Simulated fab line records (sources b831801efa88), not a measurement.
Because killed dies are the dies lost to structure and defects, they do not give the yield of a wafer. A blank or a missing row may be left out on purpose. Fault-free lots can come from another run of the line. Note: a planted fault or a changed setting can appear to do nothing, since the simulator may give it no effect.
A single fault, viewed from 2 desks    flow sky130    only its own numbers are on each desk; what lay behind them is given at the end

== METROLOGY DESK ==
Lot by lot, what the gauges showed, no matter which tool ran the lot: averages of those sampled wafers that carry a number. The brackets show how far a lot's mean lies from the usual mean; more than 4 standard deviations puts the lot out of limits, marked OUT.
Columns: A = cdNm at SKY_SONOS_TUNNEL_CD_MEAS_07, usual 409.5 nm; B = SONOS_ONO_OXIDATION_THK at SKY_SONOS_ONO_THK_MEAS_01, usual 2.60 nm
lot   first seen here  A      B
L404  day 11 18:52     408.4  2.56
L405  day 12 00:19     410.6  2.57
L406  day 12 11:20     413.0  2.54
L410  day 14 05:28     408.6  2.61
L415  day 15 16:07     412.0  2.60
L418  day 16 08:07     410.8  2.63
L420  day 17 04:39     408.5  2.61
L421  day 17 09:58     407.1  2.69
L423  day 18 02:06     409.5  2.61
L425  day 18 19:55     408.6  2.65
L426  day 19 06:29     408.6  2.55
Result from this desk: across the 11 lots, nothing is out of limits.

== FOR THE TOOL OWNER'S DESK: rieSi-01 ==
The tool's own readings at SKY_POLY_GATE_ETCH_17 (etches poly-Si in HBr/Cl2, stops on SiO2, target depth 180 nm, time 70.5 s): means of the sampled wafers that have a number, for each lot that ran on this tool. The brackets show how far a lot's mean lies from the usual mean; more than 4 standard deviations puts the lot out of limits, marked OUT.
Columns: A = biasW at SKY_POLY_GATE_ETCH_17, usual 100.02 W; B = drypumpMotorCurrentA at SKY_POLY_GATE_ETCH_17, usual 5.8 A; C = oesProductAu at SKY_POLY_GATE_ETCH_17, usual 0.985 a.u.; D = throttleValvePct at SKY_POLY_GATE_ETCH_17, usual 33.683 %
lot   first seen here  A       B    C      D
L404  day 16 20:27     100.18  5.5  0.989  33.673
L405  day 17 05:24     100.07  5.6  0.986  33.690
L406  day 17 15:14     99.78   5.4  1.000  33.676
L415  day 21 10:06     100.16  5.6  0.988  33.684
L418  day 21 21:45     100.04  5.6  0.996  33.685
L421  day 23 03:15     99.58   5.4  0.994  33.693
L423  day 23 19:21     100.05  5.5  0.984  33.671
L425  day 24 07:47     99.90   5.4  0.984  33.691
L426  day 25 04:27     100.02  5.5  0.982  33.686
Result from this desk: across the 9 lots, nothing is out of limits.

== PUT TOGETHER ==
Nothing out of limits was seen by the metrology desk.
The desk of the tool owner found nothing out of limits.

== WHAT THE SIMULATOR HAD PUT IN ==
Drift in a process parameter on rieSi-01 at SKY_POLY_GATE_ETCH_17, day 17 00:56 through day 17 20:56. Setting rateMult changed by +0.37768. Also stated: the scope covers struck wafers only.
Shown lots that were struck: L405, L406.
